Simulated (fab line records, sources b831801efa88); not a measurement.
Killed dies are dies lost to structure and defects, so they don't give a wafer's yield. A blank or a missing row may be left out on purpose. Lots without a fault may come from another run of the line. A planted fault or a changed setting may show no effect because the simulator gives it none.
Which tool did it? | flow gf180mcu | 10 lots, 30 wafers sampled, at 6 steps of a route of 602

WHAT THE GAUGES READ, wafer by wafer
GF_TOP_METAL_RS_MEAS_05: measures by four-point-probe.
lot  | measured     | on            | TOP_METAL_ALCU_RS (ohm/sq)
L563 | day 27 17:25 | film_metro-01 | 0.0328 0.0328 0.0329
L565 | day 28 17:48 | film_metro-01 | 0.0334 0.0336 0.0337
L566 | day 28 18:07 | film_metro-01 | 0.0322 0.0324 0.0324
L567 | day 28 23:53 | film_metro-04 | 0.0327 0.0328 0.0329
L568 | day 29 10:11 | film_metro-03 | 0.0326 0.0324 0.0327
L571 | day 30 12:45 | film_metro-04 | 0.0329 0.0327 0.0328
L573 | day 30 21:53 | film_metro-03 | 0.0272 0.0327 0.0329 0.0272 0.0327 0.0329
L578 | day 32 06:55 | film_metro-01 | 0.0323 0.0321 0.0319
L580 | day 32 16:02 | film_metro-01 | 0.0331 0.0332 0.0331
L582 | day 33 02:08 | film_metro-04 | 0.0327 0.0328 0.0327

GF_TOP_METAL_THK_MEAS_06: measures by xrf.
lot  | measured     | on            | TOP_METAL_ALCU_THK (nm)
L563 | day 27 17:32 | film_metro-01 | 902 891 897
L565 | day 28 17:55 | film_metro-01 | 889 877 875
L566 | day 28 18:14 | film_metro-01 | 911 904 906
L567 | day 29 00:00 | film_metro-04 | 911 907 903
L568 | day 29 10:18 | film_metro-03 | 905 912 904
L571 | day 30 12:52 | film_metro-04 | 894 901 908
L573 | day 31 01:05 | film_metro-03 | 1086 901 898 1080 907 898
L578 | day 32 07:02 | film_metro-01 | 911 927 925
L580 | day 32 16:09 | film_metro-01 | 899 892 893
L582 | day 33 02:15 | film_metro-04 | 905 901 900

WHICH TOOL RAN EACH LOT (tool, then ch and the chambers of the sampled wafers, then the start)
lot  | GF_M4_STRIP_17                       | GF_V4_SPUTTER_21             | GF_TOP_METAL_SPUTTER_01      | GF_TOP_METAL_SPUTTER_02
L563 | plasma_asher-03 ch 0,1, day 23 22:32 | pvd_sputter-03, day 24 21:55 | pvd_sputter-04, day 27 17:18 | pvd_sputter-04, day 27 17:20
L565 | plasma_asher-03 ch 0,1, day 25 00:55 | pvd_sputter-02, day 25 23:42 | pvd_sputter-03, day 28 17:40 | pvd_sputter-03, day 28 17:41
L566 | plasma_asher-02 ch 0,1, day 25 01:23 | pvd_sputter-03, day 26 00:14 | pvd_sputter-04, day 28 17:59 | pvd_sputter-04, day 28 18:01
L567 | plasma_asher-03 ch 0,1, day 25 09:42 | pvd_sputter-04, day 26 08:47 | pvd_sputter-04, day 28 23:46 | pvd_sputter-04, day 28 23:47
L568 | plasma_asher-02 ch 0,1, day 25 20:10 | pvd_sputter-02, day 26 18:46 | pvd_sputter-03, day 29 10:04 | pvd_sputter-03, day 29 10:05
L571 | plasma_asher-01 ch 0,1, day 27 01:44 | pvd_sputter-03, day 27 23:44 | pvd_sputter-01, day 30 12:37 | pvd_sputter-01, day 30 12:38
L573 | plasma_asher-01 ch 0,1, day 27 13:11 | pvd_sputter-02, day 28 10:34 | pvd_sputter-04, day 30 21:46 | pvd_sputter-04, day 30 21:47
L578 | plasma_asher-02 ch 0, day 29 00:26   | pvd_sputter-03, day 29 21:05 | pvd_sputter-01, day 32 06:47 | pvd_sputter-01, day 32 06:49
L580 | plasma_asher-03 ch 0,1, day 29 11:05 | pvd_sputter-02, day 30 07:21 | pvd_sputter-01, day 32 15:54 | pvd_sputter-01, day 32 15:56
L582 | plasma_asher-02 ch 0,1, day 29 22:35 | pvd_sputter-02, day 30 18:53 | pvd_sputter-01, day 33 02:00 | pvd_sputter-01, day 33 02:02
- GF_M4_STRIP_17: strips in O2/N2.
- GF_V4_SPUTTER_21: material Ti, target thk 15 nm, time 80.02 s.
- GF_TOP_METAL_SPUTTER_01: material TiN, target thk 30 nm, time 25 s.
- GF_TOP_METAL_SPUTTER_02: material AlCu, target thk 900 nm, time 47.82 s.

WHAT THE TOOLS THEMSELVES READ (means of the sampled wafers that have a number; where no wafer has one, the mark that the record gives instead)
GF_M4_STRIP_17.
lot  | tool            | drypump_motor_current_A (A) | heater_power_w (W) | oes_product_au (a.u.) | strip_time_to_endpoint_s (s)
L563 | plasma_asher-03 | 5.55                        | 327                | 0.556                 | 7.88
L565 | plasma_asher-03 | 5.57                        | 333                | 0.558                 | 7.90
L566 | plasma_asher-02 | 5.20                        | 320                | 0.559                 | 7.87
L567 | plasma_asher-03 | 5.56                        | 329                | 0.556                 | 7.87
L568 | plasma_asher-02 | 5.20                        | 317                | 0.555                 | 7.84
L571 | plasma_asher-01 | 5.56                        | 375                | 0.559                 | 7.83
L573 | plasma_asher-01 | 5.44                        | 378                | 0.562                 | 7.91
L578 | plasma_asher-02 | 5.03                        | 305                | 0.559                 | 7.89
L580 | plasma_asher-03 | 5.73                        | 385                | 0.557                 | 7.88
L582 | plasma_asher-02 | 5.39                        | 331                | 0.557                 | 7.83

GF_V4_SPUTTER_21.
lot  | tool           | throttle_valve_pct (%)
L563 | pvd_sputter-03 | 30.7
L565 | pvd_sputter-02 | 29.7
L566 | pvd_sputter-03 | 30.1
L567 | pvd_sputter-04 | 29.3
L568 | pvd_sputter-02 | 29.7
L571 | pvd_sputter-03 | 30.4
L573 | pvd_sputter-02 | 29.9
L578 | pvd_sputter-03 | 30.0
L580 | pvd_sputter-02 | 31.4
L582 | pvd_sputter-02 | 29.5

GF_TOP_METAL_SPUTTER_01.
lot  | tool           | throttle_valve_pct (%)
L563 | pvd_sputter-04 | 29.3
L565 | pvd_sputter-03 | 30.8
L566 | pvd_sputter-04 | 29.0
L567 | pvd_sputter-04 | 28.1
L568 | pvd_sputter-03 | 30.1
L571 | pvd_sputter-01 | 30.3
L573 | pvd_sputter-04 | 30.4
L578 | pvd_sputter-01 | 30.4
L580 | pvd_sputter-01 | 30.1
L582 | pvd_sputter-01 | 29.9

GF_TOP_METAL_SPUTTER_02.
lot  | tool           | throttle_valve_pct (%)
L563 | pvd_sputter-04 | 29.3
L565 | pvd_sputter-03 | 30.7
L566 | pvd_sputter-04 | 29.1
L567 | pvd_sputter-04 | 28.2
L568 | pvd_sputter-03 | 30.0
L571 | pvd_sputter-01 | 30.2
L573 | pvd_sputter-04 | 30.2
L578 | pvd_sputter-01 | 30.6
L580 | pvd_sputter-01 | 30.1
L582 | pvd_sputter-01 | 30.1

THE ANSWER, worked out from the rows above alone
Rule: what is usual is taken from the lots themselves. Put in order of their means at a reading, lots are off if they are a third of the lots or fewer, leave a main group of 4 or more, and stand apart from it by a gap of 3 or more times the standard deviation of the main group's means; of several such gaps the widest counts. A main group whose means are all the same, to the digits that the tables above print for the reading, isn't used. A lot without any number at a reading at which 4 lots or more have one is off too. The other lots that the step has rows for count as sound. The gauges are gone through in route order, then the tools' own readings, and for those a lot's mean is taken as printed above. The first step at which some lot is off is used, and at that step the reading that is off furthest; a lot without a number counts as furthest.
Off: L573, at GF_TOP_METAL_THK_MEAS_06 (TOP_METAL_ALCU_THK). The main group: mean 902 nm, standard deviation 10.
A tool fits if, at a process step before that reading, it ran every lot that is off, and no sound lot after the first of them. The gauges at GF_TOP_METAL_THK_MEAS_06 aren't tried: what is off there is off at GF_M4_STRIP_17 too, on other tools, and a gauge's error can't cause that. Can't be told from this: 2 tools fit, plasma_asher-01 at GF_M4_STRIP_17, pvd_sputter-04 at GF_TOP_METAL_SPUTTER_01 and GF_TOP_METAL_SPUTTER_02.

WHAT THE SIMULATOR HAD PUT IN
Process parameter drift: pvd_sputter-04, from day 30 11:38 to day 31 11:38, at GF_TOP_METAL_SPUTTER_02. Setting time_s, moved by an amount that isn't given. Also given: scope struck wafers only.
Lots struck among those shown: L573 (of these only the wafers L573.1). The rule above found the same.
